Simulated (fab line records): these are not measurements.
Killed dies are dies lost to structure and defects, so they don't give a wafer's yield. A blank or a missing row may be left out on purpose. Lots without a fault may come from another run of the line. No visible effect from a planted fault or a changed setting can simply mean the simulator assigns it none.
Commonality check across tools :: flow gf180mcu :: Lots sampled 11, wafers sampled 33

WHAT PROMPTED THE OPENING
2 of 11 lots carry a flag on the reading PSD_TW at GF_PSD_TW_MEAS_11. Fault-free wafers read 3173, with a standard deviation of 21.
Rule: a lot is flagged when every wafer of it that has a number lies more than 4 standard deviations from that mean, or none has a number. All remaining lots are regarded as sound.

lot: L835
measured: day 14 00:43
on: film_metro-04
PSD_TW, wafer by wafer: 3168 3164 3155
flag: 

lot: L836
measured: day 14 14:50
on: film_metro-04
PSD_TW, wafer by wafer: 3179 3160 3148
flag: 

lot: L837
measured: day 14 23:09
on: film_metro-01
PSD_TW, wafer by wafer: 3187 3180 3179
flag: 

lot: L839
measured: day 15 16:47
on: film_metro-04
PSD_TW, wafer by wafer: 3152 3158 3171
flag: 

lot: L840
measured: day 15 22:01
on: film_metro-04
PSD_TW, wafer by wafer: 3160 3168 3177
flag: 

lot: L841
measured: day 16 01:53
on: film_metro-03
PSD_TW, wafer by wafer: 3215 3223 3206
flag: 

lot: L843
measured: day 16 23:06
on: film_metro-04
PSD_TW, wafer by wafer: 3161 3147 3135
flag: 

lot: L844
measured: day 17 05:55
on: film_metro-01
PSD_TW, wafer by wafer: 3181 3162 3166
flag: 

lot: L847
measured: day 18 10:54
on: film_metro-01
PSD_TW, wafer by wafer: 3172 3150 3142
flag: 

lot: L855
measured: day 21 01:39
on: film_metro-04
PSD_TW, wafer by wafer: 3015 3027 3024
flag: FLAGGED

lot: L857
measured: day 21 23:37
on: film_metro-01
PSD_TW, wafer by wafer: 2990 2996 2981
flag: FLAGGED
The numbers of the flagged lots are 3006 on average: -168 against the usual, or -8 standard deviations.

LOT BY LOT: THE TOOL USED
Before the reading, the record contains 2 process steps out of a 602-step route. Every cell lists first the tool, next ch and the chambers used by the sampled wafers, and last the start.
lot: L835
flag: 
GF_PSD_IMPLANT_09: implanter-03 ch 0, day 14 00:31
GF_PSD_STRIP_10: plasma_asher-01 ch 0,1, day 14 00:38

lot: L836
flag: 
GF_PSD_IMPLANT_09: implanter-03 ch 0, day 14 14:38
GF_PSD_STRIP_10: plasma_asher-04 ch 0,1, day 14 14:44

lot: L837
flag: 
GF_PSD_IMPLANT_09: implanter-03 ch 0, day 14 22:55
GF_PSD_STRIP_10: plasma_asher-01 ch 0,1, day 14 23:02

lot: L839
flag: 
GF_PSD_IMPLANT_09: implanter-02 ch 0, day 15 16:32
GF_PSD_STRIP_10: plasma_asher-02 ch 0,1, day 15 16:41

lot: L840
flag: 
GF_PSD_IMPLANT_09: implanter-01 ch 0, day 15 21:47
GF_PSD_STRIP_10: plasma_asher-01 ch 1, day 15 21:55

lot: L841
flag: 
GF_PSD_IMPLANT_09: implanter-01 ch 0, day 16 01:38
GF_PSD_STRIP_10: plasma_asher-01 ch 0,1, day 16 01:47

lot: L843
flag: 
GF_PSD_IMPLANT_09: implanter-02 ch 0, day 16 22:52
GF_PSD_STRIP_10: plasma_asher-01 ch 0,1, day 16 22:59

lot: L844
flag: 
GF_PSD_IMPLANT_09: implanter-01 ch 0, day 17 05:40
GF_PSD_STRIP_10: plasma_asher-02 ch 0,1, day 17 05:49

lot: L847
flag: 
GF_PSD_IMPLANT_09: implanter-02 ch 0, day 18 10:39
GF_PSD_STRIP_10: plasma_asher-02 ch 0,1, day 18 10:48

lot: L855
flag: FLAGGED
GF_PSD_IMPLANT_09: implanter-03 ch 0, day 21 01:24
GF_PSD_STRIP_10: plasma_asher-02 ch 0,1, day 21 01:33

lot: L857
flag: FLAGGED
GF_PSD_IMPLANT_09: implanter-03 ch 0, day 21 23:22
GF_PSD_STRIP_10: plasma_asher-02 ch 0,1, day 21 23:30
What the steps here do:
- GF_PSD_IMPLANT_09
- GF_PSD_STRIP_10: strips in O2/N2.
- GF_PSD_TW_MEAS_11

FLAGGED AGAINST TOTAL, ONE TOOL AT A TIME (gauges that did the reading follow at the end)
step: GF_PSD_IMPLANT_09
tool: implanter-01
lots run: 3
flagged: 0
share of the flagged lots: none
sound lots run after its first flagged lot: -

step: GF_PSD_IMPLANT_09
tool: implanter-02
lots run: 3
flagged: 0
share of the flagged lots: none
sound lots run after its first flagged lot: -

step: GF_PSD_IMPLANT_09
tool: implanter-03
lots run: 5
flagged: 2
share of the flagged lots: all
sound lots run after its first flagged lot: 0

step: GF_PSD_STRIP_10
tool: plasma_asher-01
lots run: 5
flagged: 0
share of the flagged lots: none
sound lots run after its first flagged lot: -

step: GF_PSD_STRIP_10
tool: plasma_asher-02
lots run: 5
flagged: 2
share of the flagged lots: all
sound lots run after its first flagged lot: 0

step: GF_PSD_STRIP_10
tool: plasma_asher-04
lots run: 1
flagged: 0
share of the flagged lots: none
sound lots run after its first flagged lot: -

step: GF_PSD_TW_MEAS_11
tool: film_metro-01
lots run: 4
flagged: 1
share of the flagged lots: some
sound lots run after its first flagged lot: 0

step: GF_PSD_TW_MEAS_11
tool: film_metro-03
lots run: 1
flagged: 0
share of the flagged lots: none
sound lots run after its first flagged lot: -

step: GF_PSD_TW_MEAS_11
tool: film_metro-04
lots run: 6
flagged: 1
share of the flagged lots: some
sound lots run after its first flagged lot: 0

WHAT THE TABLE ALLOWS
Every flagged lot went through 2 rows of the table: implanter-03 at GF_PSD_IMPLANT_09 and plasma_asher-02 at GF_PSD_STRIP_10.
- implanter-03 at GF_PSD_IMPLANT_09 ran 5 lots, 2 of them flagged. Its last sound lot is L837 (day 14 22:55), its first flagged lot L855 (day 21 01:24): a fault that began between those two fits. Its own readings (beam_on_s, faraday_current_uA) fall more than 4 standard deviations out on all wafers of the flagged lots.
- plasma_asher-02 at GF_PSD_STRIP_10 ran 5 lots, 2 of them flagged. Its last sound lot is L847 (day 18 10:48), its first flagged lot L855 (day 21 01:33): a fault that began between those two fits. Its own readings (strip_time_to_endpoint_s) fall more than 4 standard deviations out on all wafers of the flagged lots.
A lot count leaves these 2 tools indistinguishable: every one of them fits a fault beginning at some hour. More lots, or a look at what each step does to the wafer, might.

WHAT THE SIMULATOR HAD INSERTED
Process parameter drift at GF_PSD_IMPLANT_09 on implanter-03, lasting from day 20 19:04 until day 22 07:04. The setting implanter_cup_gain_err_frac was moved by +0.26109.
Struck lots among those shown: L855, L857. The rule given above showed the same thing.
